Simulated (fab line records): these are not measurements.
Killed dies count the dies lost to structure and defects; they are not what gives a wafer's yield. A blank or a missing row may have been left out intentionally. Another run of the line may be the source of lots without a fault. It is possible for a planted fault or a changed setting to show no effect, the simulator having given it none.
fab line records	flow sky130	part 1 of 2: steps 1 to 29 of 41
[record] lots = 5	wafers = 15	last-day = 50
route steps=708 shown FIELD_ISO@14 NWELL@32 DNWELL@35 PWDE@45
lots that met no fault: taken from a fault-free run of the same line
start-h: hours from the record's opening day to when the first of the lot's shown wafers began	wait-h: hours from the lot's prior step to this one	" same as the row above	L1.1+2: a row that stands for several wafers	- no value present, or no start provided	* or withheld: withheld	< > ~ a bound
route shown NAME@n: names a module that has steps shown in the file, with the first one's number in the route	usual: the fault-free wafers' mean and standard deviation	same: alike in all rows	chamber/n: place in a boat	sites: the reading at each site	_std_site: their standard deviation	_edge_site: the outer-site mean with the inner-site mean subtracted	radius-mm: for every site, how far away it sits from the centre of the wafer	mask NAME#n: copy n	behind: the last tool/chamber to shape the wafer	hold: cause of the lot's hold/its duration in hours/its outcome	device: transistor that didn't switch, given as n, p or np	end of line: the tests these same wafers got at the end of their route	step lacking rows: just its recipe	killed: at the first sort, the dies lost to defects and structure; wafer yield is something else	map: shows each die of a wafer: x if killed, . if not, _ if none is there
set.NAME: the setting the step ran with; set.NAME@STEP: the setting that earlier step ran with	model.NAME: the simulator's own value behind a step, which no gauge read
lots seen at some steps along the route; tables by step, rows by wafer
services: when a tool's chamber went out of use (start-h, in hours from the record's first day, below 0 if earlier), for how many hours, and the reason
[[steps]]
[step SKY_FIELD_ISO_CD_MEAS_13]
[recipe] target-cd-nm = 150
[usual] cd-nm = 150.2/1.2
lot.wafer	tool	chamber	start-h	wait-h	cd-nm
L080.3	cd-sem-01	-	62.60	-	150.2
L080.4	"	-	"	"	150.6
L080.6	"	-	"	"	150.6
L088.1	cd-sem-02	-	101.42	-	151.5
L088.4	"	-	"	"	151.9
L088.5	"	-	"	"	152.8
L091.3	cd-sem-02	-	116.04	-	150.7
L091.5	"	-	"	"	150.4
L091.6	"	-	"	"	151.6
L094.1	cd-sem-01	-	133.27	-	151.7
L094.2	"	-	"	"	149.8
L094.6	"	-	"	"	150.1
L096.1	cd-sem-01	-	144.62	-	148.3
L096.3	"	-	"	"	149.3
L096.4	"	-	"	"	149.2
[step SKY_FIELD_ISO_ETCH_14]
[recipe] chemistry = N2/H2	target = BARC	ion-energy-ev = 200	source-w = 500	bias-w = 100	pressure-mtorr = 30	n2-flow-sccm = 100	h2-flow-sccm = 200	stop-on = SiO2	time-s = 45.9	target-depth-a = 600
[usual] drypump-motor-current-A = 6.0/0.38	oes-product-au = 0.855/0.005	throttle-valve-pct = 13.225/0.0093
[same] time-s = 45.9
lot.wafer	tool	chamber	start-h	wait-h	drypump-motor-current-A	oes-product-au	rf-hours-counter-h	throttle-valve-pct
L080.3	rie-diel-03	0	62.68	0.1	6.2	0.851	107	13.235
L080.4	"	2	"	"	5.5	0.858	149	13.237
L080.6	"	1	"	"	6.0	0.857	-	13.214
L088.1	rie-diel-02	0	101.54	0.1	5.6	0.851	80	13.239
L088.4	"	1	"	"	5.9	0.850	21	13.218
L088.5	"	0	"	"	5.6	0.861	-	13.220
L091.3	rie-diel-04	3	116.12	0.1	6.3	0.852	89	13.243
L091.5	"	3	"	"	6.3	0.858	-	13.225
L091.6	"	0	"	"	6.3	0.865	-	13.223
L094.1	rie-diel-04	1	133.39	0.1	5.5	0.853	58	13.210
L094.2	"	2	"	"	5.5	0.858	1	13.216
L094.6	"	2	"	"	5.5	0.857	-	13.220
L096.1	rie-diel-04	1	144.74	0.1	5.5	0.851	59	13.225
L096.3	"	3	"	"	6.4	0.856	90	13.217
L096.4	"	2	"	"	5.5	0.852	1	13.228
[step SKY_FIELD_ISO_ETCH_15]
[recipe] chemistry = CHF3/O2	target-depth-nm = 180	stop-on = Si	source-w = 600	bias-w = 200	pressure-mtorr = 40	chf3-flow-sccm = 50	O2_flow_sccm = 5	time-s = 72
[usual] chf3-flow-sccm = 49.98/0.14	drypump-motor-current-A = 6.0/0.38	oes-product-au = 0.945/0.0072	throttle-valve-pct = 8.843/0.0089
[same] time-s = 72
lot.wafer	tool	chamber	start-h	wait-h	chf3-flow-sccm	drypump-motor-current-A	oes-product-au	rf-hours-counter-h	throttle-valve-pct
L080.3	rie-diel-03	0	62.73	0.0	49.90	6.2	0.938	107	8.843
L080.4	"	2	"	"	49.84	5.5	0.936	149	8.845
L080.6	"	1	"	"	49.90	6.0	0.944	-	8.860
L088.1	rie-diel-02	0	101.58	0.0	50.05	5.6	0.947	80	8.845
L088.4	"	1	"	"	49.90	5.9	0.951	21	8.857
L088.5	"	0	"	"	49.78	5.6	0.951	-	8.844
L091.3	rie-diel-04	3	116.16	0.0	49.65	6.3	0.950	89	8.841
L091.5	"	3	"	"	49.93	6.3	0.957	-	8.872
L091.6	"	0	"	"	50.26	6.2	0.949	-	8.860
L094.1	rie-diel-04	1	133.43	0.0	49.74	5.5	0.953	58	8.850
L094.2	"	2	"	"	50.09	5.4	0.948	1	8.839
L094.6	"	2	"	"	50.29	5.5	0.950	-	8.838
L096.1	rie-diel-04	1	144.78	0.0	49.99	5.5	0.940	59	8.835
L096.3	"	3	"	"	49.85	6.3	0.947	90	8.848
L096.4	"	2	"	"	50.09	5.5	0.946	1	8.841
[step SKY_FIELD_ISO_STRIP_16]
[recipe] chemistry = O2/N2	power-w = 1400	pressure-mtorr = 1500	platen-temp-c = withheld	o2-flow-sccm = 3000	n2-flow-sccm = 300	overash-fraction = 0.5
[usual] drypump-motor-current-A = 5.9/0.47	oes-product-au = 0.380/0.0047	strip-time-to-endpoint-s = 3.57/0.038
lot.wafer	tool	chamber	start-h	wait-h	drypump-motor-current-A	oes-product-au	rf-hours-counter-h	strip-time-to-endpoint-s
L080.3	plasma-asher-04	0	62.82	0.1	5.2	0.383	-	3.56
L080.4	"	1	"	"	5.9	0.377	-	3.57
L080.6	"	0	"	"	5.2	0.380	-	3.58
L088.1	plasma-asher-04	0	101.63	0.0	5.2	0.372	40	3.57
L088.4	"	0	"	"	5.2	0.384	-	3.48
L088.5	"	0	"	"	5.2	0.379	-	3.58
L091.3	plasma-asher-04	1	116.25	0.1	5.9	0.384	-	3.62
L091.5	"	0	"	"	5.2	0.382	-	3.60
L091.6	"	1	"	"	5.9	0.387	-	3.59
L094.1	plasma-asher-04	1	133.48	0.0	5.9	0.392	43	3.63
L094.2	"	0	"	"	5.2	0.376	43	3.59
L094.6	"	1	"	"	5.9	0.378	-	3.59
L096.1	plasma-asher-02	0	144.84	0.0	5.9	0.378	3	3.63
L096.3	"	0	"	"	6.0	0.377	-	3.57
L096.4	"	1	"	"	5.7	0.384	-	3.61
[step SKY_FIELD_ISO_ETCH_17]
[recipe] target-depth-a = 3420	mask-material = Si3N4	chemistry = HBr/Cl2/O2	target = Si	taper-deg = 5	icp-w = 600	bias-w = 150	pressure-mtorr = 15	HBr_flow_sccm = 150	Cl2_flow_sccm = 40	O2_flow_sccm = 6	time-s = 97.7
[usual] drypump-motor-current-A = 5.6/0.43	mfc-cl2-sccm = 40.01/0.12	oes-product-au = 1.000/0.011	throttle-valve-pct = 25.656/0.013
[same] time-s = 97.7
lot.wafer	tool	chamber	start-h	wait-h	drypump-motor-current-A	mfc-cl2-sccm	oes-product-au	rf-hours-counter-h	throttle-valve-pct
L080.3	rie-si-02	1	62.88	0.0	5.5	40.17	0.999	22	25.647
L080.4	"	3	"	"	5.0	40.06	0.998	36	25.651
L080.6	"	1	"	"	5.5	40.12	1.002	-	25.650
L088.1	rie-si-01	3	101.73	0.1	5.8	40.18	0.994	0	25.665
L088.4	"	0	"	"	6.2	39.92	1.014	46	25.640
L088.5	"	2	"	"	5.7	39.86	0.998	-	25.651
L091.3	rie-si-02	2	116.31	0.0	5.3	39.96	0.996	118	25.683
L091.5	"	2	"	"	5.3	39.97	1.000	-	25.658
L091.6	"	3	"	"	5.0	40.02	1.008	-	25.662
L094.1	rie-si-02	1	133.58	0.1	5.5	39.94	0.990	23	25.655
L094.2	"	2	"	"	5.3	39.91	1.007	118	25.665
L094.6	"	3	"	"	5.1	40.06	0.998	-	25.646
L096.1	rie-si-01	0	144.94	0.1	6.2	40.07	1.021	46	25.640
L096.3	"	1	"	"	4.9	40.01	1.001	1	25.654
L096.4	"	3	"	"	5.8	40.10	1.015	1	25.646
[step SKY_FIELD_ISO_WET_ETCH_18]
[recipe] chemistry = H3PO4	target-depth-nm = 25	temp-c = 160	target = Si3N4	time-s = 286
[same] time-s = 286
lot.wafer	tool	chamber	start-h	wait-h
L080.3+4+6	wet-bench-03	2	62.95	0.0
L088.1+4+5	wet-bench-03	1	101.81	0.0
L091.3+5+6	wet-bench-01	0	116.38	0.0
L094.1+2+6	wet-bench-02	3	133.66	0.0
L096.1+3+4	wet-bench-01	0	145.01	0.0
[step SKY_FIELD_ISO_CLEAN_19]
[recipe] chemistry = SC1/SC2	mix = 1:4:20	temp-c = 70	time-s = 150
[same] time-s = 150
lot.wafer	tool	chamber	start-h	wait-h
L080.3+4+6	wet-bench-01	3	63.04	0.0
L088.1+4+5	wet-bench-01	3	101.89	0.0
L091.3+5+6	wet-bench-02	0	116.47	0.0
L094.1+2+6	wet-bench-02	3	133.74	0.0
L096.1+3+4	wet-bench-03	3	145.10	0.0
[step SKY_FIELD_ISO_CLEAN_20]
[recipe] chemistry = dHF	time-s = 20	dilution = 100:1
[same] time-s = 20
lot.wafer	tool	chamber	start-h	wait-h
L080.3+4+6	wet-bench-02	0	63.09	0.0
L088.1+4+5	wet-bench-03	2	101.94	0.0
L091.3+5+6	wet-bench-03	0	116.53	0.0
L094.1+2+6	wet-bench-02	2	133.79	0.0
L096.1+3+4	wet-bench-02	1	145.15	0.0
[step SKY_FIELD_ISO_WET_ETCH_21]
[recipe] chemistry = dHF	dilution = 100:1	target-depth-nm = 20	dry = ipa-marangoni	target = SiO2	temp-c = 25	time-s = 400
[same] time-s = 400
lot.wafer	tool	chamber	start-h	wait-h
L080.3+4+6	wet-bench-03	2	63.12	0.0
L088.1+4+5	wet-bench-01	0	101.96	0.0
L091.3+5+6	wet-bench-01	1	116.54	0.0
L094.1+2+6	wet-bench-02	0	133.81	0.0
L096.1+3+4	wet-bench-01	1	145.16	0.0
[step SKY_FIELD_ISO_OXIDATION_22]
[recipe] temp-c = 950	ambient = O2	stabilise-s = 600	purge-s = 300	target-thk-a = 100	ox-time-s = 623
[usual] zone-power-centre-pct = 20.9/0.49
lot.wafer	tool	chamber	start-h	wait-h	zone-power-centre-pct
L080.3	furnace-02	0	67.67	4.4	21.1
L080.4	"	0	"	"	20.8
L080.6	"	0	"	"	21.4
L088.1	furnace-02	0	103.95	1.9	21.2
L088.4	"	0	"	"	21.2
L088.5	"	0	"	"	21.2
L091.3	furnace-02	0	117.59	0.9	21.1
L091.5	"	0	"	"	21.3
L091.6	"	0	"	"	20.9
L094.1	furnace-02	0	134.33	0.4	21.2
L094.2	"	0	"	"	21.2
L094.6	"	0	"	"	21.0
L096.1	furnace-02	0	146.98	1.7	21.3
L096.3	"	0	"	"	21.4
L096.4	"	0	"	"	21.4
[step SKY_FIELD_ISO_THK_MEAS_23]
[recipe] reads = SiO2_of_FIELD_ISO_OXIDATION_22
[usual] FIELD_ISO_OXIDATION_01_THK = 10.03/0.18
lot.wafer	tool	chamber	start-h	wait-h	FIELD_ISO_OXIDATION_01_THK[nm]
L080.3	film-metro-01	-	68.86	0.0	9.72
L080.4	"	-	"	"	9.84
L080.6	"	-	"	"	9.69
L088.1	film-metro-01	-	105.12	0.0	10.19
L088.4	"	-	"	"	10.27
L088.5	"	-	"	"	10.29
L091.3	film-metro-03	-	118.79	0.0	10.04
L091.5	"	-	"	"	10.09
L091.6	"	-	"	"	10.16
L094.1	film-metro-03	-	135.50	0.0	10.30
L094.2	"	-	"	"	9.97
L094.6	"	-	"	"	10.14
L096.1	film-metro-01	-	148.15	0.0	10.21
L096.3	"	-	"	"	10.10
L096.4	"	-	"	"	10.15
[step SKY_FIELD_ISO_CVD_24]
[recipe] material = SiO2	target-thk-nm = 595	temp-c = 650	sigma-open-frac = 0.3	time-s = 99.2	sih4-flow-sccm = 60	pressure-mtorr = 6
[same] time-s = 99.2
lot.wafer	tool	chamber	start-h	wait-h
L080.3+4+6	hdpcvd-02	1,0,1	68.90	0.0
L088.1+4+5	hdpcvd-02	2,2,0	105.18	0.1
L091.3+5+6	hdpcvd-02	2,0,1	118.83	0.0
L094.1+2+6	hdpcvd-02	2,0,2	135.56	0.1
L096.1+3+4	hdpcvd-01	2,2,0	148.21	0.1
[step SKY_FIELD_ISO_THK_MEAS_25]
[recipe] reads = SiO2_of_FIELD_ISO_CVD_24
[usual] FIELD_ISO_CVD_24_THK = 595/7.2
lot.wafer	tool	chamber	start-h	wait-h	FIELD_ISO_CVD_24_THK[nm]
L080.3	film-metro-03	-	69.00	0.1	601
L080.4	"	-	"	"	592
L080.6	"	-	"	"	594
L088.1	film-metro-01	-	105.25	0.0	589
L088.4	"	-	"	"	596
L088.5	"	-	"	"	592
L091.3	film-metro-01	-	118.92	0.1	585
L091.5	"	-	"	"	581
L091.6	"	-	"	"	583
L094.1	film-metro-01	-	135.63	0.0	607
L094.2	"	-	"	"	595
L094.6	"	-	"	"	605
L096.1	film-metro-01	-	148.32	0.1	596
L096.3	"	-	"	"	595
L096.4	"	-	"	"	592
[step SKY_FIELD_ISO_ANNEAL_26]
[recipe] temp-c = 1000	time-s = 1800	ambient = N2
[usual] zone-power-centre-pct = 23.3/0.58
[same] time-s = 1800
lot.wafer	tool	chamber	start-h	wait-h	zone-power-centre-pct
L080.3	furnace-02	0	70.09	1.1	23.5
L080.4	"	0	"	"	22.9
L080.6	"	0	"	"	23.9
L088.1	furnace-01	0	106.85	1.6	22.0
L088.4	"	0	"	"	22.7
L088.5	"	0	"	"	22.6
L091.3	furnace-02	0	120.16	1.2	23.4
L091.5	"	0	"	"	23.4
L091.6	"	0	"	"	23.7
L094.1	furnace-02	0	136.89	1.3	23.6
L094.2	"	0	"	"	23.7
L094.6	"	0	"	"	23.5
L096.1	furnace-02	0	150.58	2.2	23.9
L096.3	"	0	"	"	23.3
L096.4	"	0	"	"	23.6
[step SKY_FIELD_ISO_CMP_27]
[recipe] stop-on = Si3N4	t-overpolish-s = 16	down-force-psi = 4	platen-rpm = 60	target-thk-nm = 457.8	pad-velocity-m-s = 0.94248
[usual] motor-current-A = 12.0/0.91	overpolish-run-s = 16.001/0.0097	retaining-ring-pressure-frac = 1.000/0.0049	time-to-endpoint-s = 115/4.1
lot.wafer	tool	chamber	start-h	wait-h	motor-current-A	overpolish-run-s	retaining-ring-pressure-frac	time-to-endpoint-s
L080.4	cmp-02	0	71.64	0.1	12.5	15.994	1.005	113
L080.3	"	2	"	"	13.1	15.990	1.002	116
L080.6	"	3	"	"	12.8	15.992	1.000	109
L088.4	cmp-02	3	108.45	0.1	12.4	16.008	1.005	114
L088.1	"	0	"	"	12.4	16.013	1.000	121
L088.5	"	1	"	"	11.4	15.989	1.006	119
L091.3	cmp-01	2	121.76	0.1	11.0	15.999	1.006	115
L091.6	"	0	"	"	11.3	15.994	1.000	116
L091.5	"	1	"	"	13.4	16.004	0.999	111
L094.1	cmp-01	0	138.39	0.0	11.2	15.988	0.994	115
L094.2	"	1	"	"	13.0	16.002	0.997	107
L094.6	"	1	"	"	13.4	16.001	0.989	107
L096.4	cmp-01	2	152.08	0.0	11.0	16.009	0.991	116
L096.3	"	3	"	"	13.0	15.989	0.997	113
L096.1	"	0	"	"	10.7	16.006	1.000	117
[step SKY_FIELD_ISO_WET_ETCH_28]
[recipe] chemistry = dHF	target-depth-nm = 23.7	target = SiO2	dilution = 10:1	temp-c = 25	time-s = 47
[same] time-s = 47
lot.wafer	tool	chamber	start-h	wait-h
L080.3+4+6	wet-bench-01	3	71.89	0.1
L088.1+4+5	wet-bench-02	0	108.65	0.1
L091.3+5+6	wet-bench-02	1	121.96	0.1
L094.1+2+6	wet-bench-03	2	138.69	0.2
L096.1+3+4	wet-bench-01	3	152.38	0.1
[step SKY_FIELD_ISO_WET_ETCH_29]
[recipe] chemistry = H3PO4	target-depth-nm = 160	target = Si3N4	temp-c = 160	time-s = 1825
[same] time-s = 1825
lot.wafer	tool	chamber	start-h	wait-h
L080.3+4+6	wet-bench-03	3	71.91	0.0
L088.1+4+5	wet-bench-01	2	108.67	0.0
L091.3+5+6	wet-bench-03	0	121.98	0.0
L094.1+2+6	wet-bench-01	3	138.72	0.0
L096.1+3+4	wet-bench-02	2	152.40	0.0
[step SKY_FIELD_ISO_WET_ETCH_30]
[recipe] chemistry = dHF	target-depth-nm = 25	target = SiO2	dilution = 10:1	temp-c = 25	time-s = 50
[same] time-s = 50
lot.wafer	tool	chamber	start-h	wait-h
L080.3+4+6	wet-bench-01	3	72.43	0.0
L088.1+4+5	wet-bench-02	0	109.19	0.0
L091.3+5+6	wet-bench-01	3	122.54	0.0
L094.1+2+6	wet-bench-02	1	139.23	0.0
L096.1+3+4	wet-bench-01	0	152.91	0.0
[step SKY_NWELL_CLEAN_00]
[recipe] chemistry = SC1/SC2	mix = 1:4:20	temp-c = 70	time-s = 150	dry = n2-spin
[same] time-s = 150
lot.wafer	tool	chamber	start-h	wait-h
L080.3+4+6	wet-bench-02	1	72.45	0.0
L088.1+4+5	wet-bench-01	0	109.21	0.0
L091.3+5+6	wet-bench-02	0	122.57	0.0
L094.1+2+6	wet-bench-03	3	139.25	0.0
L096.1+3+4	wet-bench-02	2	152.94	0.0
[step SKY_NWELL_OXIDATION_01]
[recipe] temp-c = 900	ambient = O2	stabilise-s = 600	purge-s = 300	target-thk-a = 100	ox-time-s = 1418
[usual] zone-power-centre-pct = 18.5/0.47
lot.wafer	tool	chamber	start-h	wait-h	zone-power-centre-pct
L080.3	furnace-02	0	72.84	0.3	18.9
L080.4	"	0	"	"	18.9
L080.6	"	0	"	"	18.6
L088.1	furnace-01	0	109.70	0.4	18.1
L088.4	"	0	"	"	17.9
L088.5	"	0	"	"	17.7
L091.3	furnace-01	0	122.83	0.2	18.0
L091.5	"	0	"	"	17.6
L091.6	"	0	"	"	17.8
L094.1	furnace-02	0	139.74	0.4	18.7
L094.2	"	0	"	"	18.8
L094.6	"	0	"	"	18.9
L096.1	furnace-02	0	159.38	6.4	19.0
L096.3	"	0	"	"	19.2
L096.4	"	0	"	"	18.5
[step SKY_NWELL_THK_MEAS_02]
[recipe] reads = SiO2_of_NWELL_OXIDATION_01
[usual] NWELL_OXIDATION_THK = 9.99/0.18
lot.wafer	tool	chamber	start-h	wait-h	NWELL_OXIDATION_THK[nm]
L080.3	film-metro-03	-	74.26	0.0	9.92
L080.4	"	-	"	"	10.00
L080.6	"	-	"	"	9.92
L088.1	film-metro-02	-	111.09	0.0	9.96
L088.4	"	-	"	"	9.98
L088.5	"	-	"	"	10.02
L091.3	film-metro-03	-	124.24	0.0	9.77
L091.5	"	-	"	"	9.73
L091.6	"	-	"	"	9.89
L094.1	film-metro-01	-	141.13	0.0	9.93
L094.2	"	-	"	"	10.07
L094.6	"	-	"	"	10.34
L096.1	film-metro-02	-	160.77	0.0	10.20
L096.3	"	-	"	"	10.19
L096.4	"	-	"	"	10.21
[step SKY_DNWELL_DEHYDRATE_00]
[recipe] temp-c = 200	time-s = 60
[same] time-s = 60
lot.wafer	tool	chamber	start-h	wait-h
L080.3+4+6	litho-track-01	0	82.20	7.9
L088.1+4+5	litho-track-01	0	119.24	8.1
L091.3+5+6	litho-track-04	0	133.15	8.9
L094.1+2+6	litho-track-03	0	150.11	9.0
L096.1+3+4	litho-track-04	0	169.84	9.1
[step SKY_DNWELL_HMDS_01]
[recipe] prime-time-s = 60	prime-temp-c = 120
lot.wafer	tool	chamber	start-h	wait-h
L080.3+4+6	litho-track-01	0	82.35	0.1
L088.1+4+5	litho-track-01	0	119.39	0.1
L091.3+5+6	litho-track-04	0	133.30	0.1
L094.1+2+6	litho-track-03	0	150.26	0.1
L096.1+3+4	litho-track-04	0	169.99	0.1
[step SKY_DNWELL_COAT_02]
[recipe] spin-rpm = 2000	resist-thk-nm = 3000
lot.wafer	tool	chamber	start-h	wait-h
L080.3+4+6	litho-track-01	0	82.50	0.1
L088.1+4+5	litho-track-01	0	119.54	0.1
L091.3+5+6	litho-track-04	0	133.45	0.1
L094.1+2+6	litho-track-03	0	150.41	0.1
L096.1+3+4	litho-track-04	0	170.14	0.1
[step SKY_DNWELL_SOFTBAKE_03]
[recipe] temp-c = 110	time-s = withheld
lot.wafer	tool	chamber	start-h	wait-h
L080.3+4+6	litho-track-01	0	82.66	0.1
L088.1+4+5	litho-track-01	0	119.69	0.1
L091.3+5+6	litho-track-04	0	133.61	0.1
L094.1+2+6	litho-track-03	0	150.56	0.1
L096.1+3+4	litho-track-04	0	170.29	0.1
[step SKY_DNWELL_EXPOSE_04]
[recipe] mask-id = DNM	na = 0.57	target-cd-nm = 3000	dose-mj = 222
[usual] focus-offset-nm = -0.1/0.4	reticle-temp-C = 22.99/0.1
[same] na = 0.57
lot.wafer	tool	chamber	start-h	wait-h	mask	focus-offset-nm	reticle-temp-C
L080.3	iline-stepper-02	0	-	-	DNM#0	0.1	22.98
L080.4	"	0	"	"	DNM#0	0.1	22.78
L080.6	"	0	"	"	DNM#0	0.5	22.93
L088.1	iline-stepper-02	0	-	-	DNM#0	-0.4	23.06
L088.4	"	0	"	"	DNM#0	0.1	23.07
L088.5	"	0	"	"	DNM#0	-0.2	22.95
L091.3	iline-stepper-01	0	-	-	DNM#0	-0.2	22.89
L091.5	"	0	"	"	DNM#0	-0.7	22.90
L091.6	"	0	"	"	DNM#0	-0.2	23.01
L094.1	iline-stepper-02	0	-	-	DNM#0	-0.5	22.91
L094.2	"	0	"	"	DNM#0	-0.4	22.92
L094.6	"	0	"	"	DNM#0	-0.3	22.88
L096.1	iline-stepper-01	0	-	-	DNM#0	0.4	23.12
L096.3	"	0	"	"	DNM#0	0.2	23.07
L096.4	"	0	"	"	DNM#0	0.0	23.19
[step SKY_DNWELL_PEB_05]
[recipe] temp-c = 115	time-s = withheld
lot.wafer	tool	chamber	start-h	wait-h
L080.3+4+6	litho-track-03	0	-	-
L088.1+4+5	litho-track-04	0	-	-
L091.3+5+6	litho-track-03	0	-	-
L094.1+2+6	litho-track-03	0	-	-
L096.1+3+4	litho-track-04	0	-	-
[step SKY_DNWELL_DEVELOP_06]
[recipe] wall-angle-deg = 90	developer = TMAH	develop-time-s = 60	dev-temp-c = 23
lot.wafer	tool	chamber	start-h	wait-h
L080.3+4+6	litho-track-03	0	-	-
L088.1+4+5	litho-track-04	0	-	-
L091.3+5+6	litho-track-03	0	-	-
L094.1+2+6	litho-track-03	0	-	-
L096.1+3+4	litho-track-04	0	-	-
[step SKY_DNWELL_IMPLANT_07]
[recipe] species = P	energy-kev = withheld	dose-cm2 = withheld	tilt-deg = withheld
lot.wafer	tool	chamber	start-h	wait-h
L080.3+4+6	implanter-02	0	90.71	-
L088.1+4+5	implanter-03	0	128.95	-
L091.3+5+6	implanter-02	0	143.31	-
L094.1+2+6	implanter-03	0	160.46	-
L096.1+3+4	implanter-03	0	180.54	-
